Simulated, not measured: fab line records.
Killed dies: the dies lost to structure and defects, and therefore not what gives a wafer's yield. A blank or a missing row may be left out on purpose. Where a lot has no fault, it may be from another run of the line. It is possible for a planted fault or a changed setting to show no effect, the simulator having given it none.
Chamber matching || flow sfq-line || 4 sister chambers for SFQ_TRILAYER_I5_ETCH_VIA_ETCH_147 on rie-diel-01
The step etches the open film in CHF3, stops on Nb, target depth 360 nm. 16 wafers are shown with their chamber, then 8 later ones without.

== WAFERS, EACH WITH ITS CHAMBER ==
{"wafer": "L076.2", "chamber": 1, "drypump-motor-current-A (A)": 5.8, "oes-product-au (a.u.)": 0.978}
{"wafer": "L076.3", "chamber": 3, "drypump-motor-current-A (A)": 5.2, "oes-product-au (a.u.)": 0.984}
{"wafer": "L076.6", "chamber": 2, "drypump-motor-current-A (A)": 5.6, "oes-product-au (a.u.)": 0.987}
{"wafer": "L083.1", "chamber": 2, "drypump-motor-current-A (A)": 5.7, "oes-product-au (a.u.)": 0.993}
{"wafer": "L083.2", "chamber": 1, "drypump-motor-current-A (A)": 5.8, "oes-product-au (a.u.)": 0.996}
{"wafer": "L083.3", "chamber": 3, "drypump-motor-current-A (A)": 5.1, "oes-product-au (a.u.)": 0.990}
{"wafer": "L087.2", "chamber": 2, "drypump-motor-current-A (A)": 5.7, "oes-product-au (a.u.)": 0.990}
{"wafer": "L087.3", "chamber": 0, "drypump-motor-current-A (A)": 5.8, "oes-product-au (a.u.)": 0.995}
{"wafer": "L087.4", "chamber": 1, "drypump-motor-current-A (A)": 5.8, "oes-product-au (a.u.)": 0.985}
{"wafer": "L089.1", "chamber": 1, "drypump-motor-current-A (A)": 5.8, "oes-product-au (a.u.)": 0.992}
{"wafer": "L089.2", "chamber": 0, "drypump-motor-current-A (A)": 5.9, "oes-product-au (a.u.)": 0.999}
{"wafer": "L089.5", "chamber": 3, "drypump-motor-current-A (A)": 5.1, "oes-product-au (a.u.)": 0.989}
{"wafer": "L090.1", "chamber": 1, "drypump-motor-current-A (A)": 5.8, "oes-product-au (a.u.)": 0.995}
{"wafer": "L090.3", "chamber": 0, "drypump-motor-current-A (A)": 5.8, "oes-product-au (a.u.)": 0.987}
{"wafer": "L090.4", "chamber": 3, "drypump-motor-current-A (A)": 5.1, "oes-product-au (a.u.)": 0.998}
{"wafer": "L091.1", "chamber": 2, "drypump-motor-current-A (A)": 5.7, "oes-product-au (a.u.)": 0.981}

SIGNATURES, as means of the wafers listed above
{"reading": "drypump-motor-current-A", "chamber 0": 5.833, "chamber 1": 5.800, "chamber 2": 5.675, "chamber 3": 5.125, "scatter within a chamber": 0.0425}
{"reading": "oes-product-au", "chamber 0": 0.99367, "chamber 1": 0.98920, "chamber 2": 0.98775, "chamber 3": 0.99025, "scatter within a chamber": 0.00636}
Rule: a wafer's distance from a chamber is the root of the sum, over the readings, of the square of ((its reading less the chamber's mean) divided by the reading's scatter). If the next closest chamber is less than 2 further off than the closest, the wafer can't be placed; otherwise it belongs to the closest. The scatter is the square root of a quotient: the sum, over the shown wafers, of each reading's squared deviation from its chamber's mean, divided by wafers minus chambers.

== WAFERS WITHOUT THEIR CHAMBER ==
{"wafer": "L091.4", "drypump-motor-current-A (A)": 5.8, "oes-product-au (a.u.)": 0.991}
{"wafer": "L091.6", "drypump-motor-current-A (A)": 5.2, "oes-product-au (a.u.)": 0.988}
{"wafer": "L093.2", "drypump-motor-current-A (A)": 5.7, "oes-product-au (a.u.)": 0.984}
{"wafer": "L093.4", "drypump-motor-current-A (A)": 5.6, "oes-product-au (a.u.)": 0.984}
{"wafer": "L093.5", "drypump-motor-current-A (A)": 5.8, "oes-product-au (a.u.)": 0.986}
{"wafer": "L097.1", "drypump-motor-current-A (A)": 5.1, "oes-product-au (a.u.)": 0.982}
{"wafer": "L097.2", "drypump-motor-current-A (A)": 5.7, "oes-product-au (a.u.)": 0.983}
{"wafer": "L097.3", "drypump-motor-current-A (A)": 5.8, "oes-product-au (a.u.)": 0.996}

== THE CHAMBER EACH PASSED THROUGH ==
{"wafer": "L091.4", "from the rows above": "can't be placed: 1 or 0", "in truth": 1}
{"wafer": "L091.6", "from the rows above": 3, "in truth": 3}
{"wafer": "L093.2", "from the rows above": "can't be placed: 2 or 1", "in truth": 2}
{"wafer": "L093.4", "from the rows above": 2, "in truth": 2}
{"wafer": "L093.5", "from the rows above": "can't be placed: 1 or 0", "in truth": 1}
{"wafer": "L097.1", "from the rows above": 3, "in truth": 3}
{"wafer": "L097.2", "from the rows above": "can't be placed: 2 or 1", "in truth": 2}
{"wafer": "L097.3", "from the rows above": "can't be placed: 0 or 1", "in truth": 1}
Correct placement for 3 of the 8. These rows do not allow placing 5 (true chamber among the candidates in 5). 0 placed wrongly.
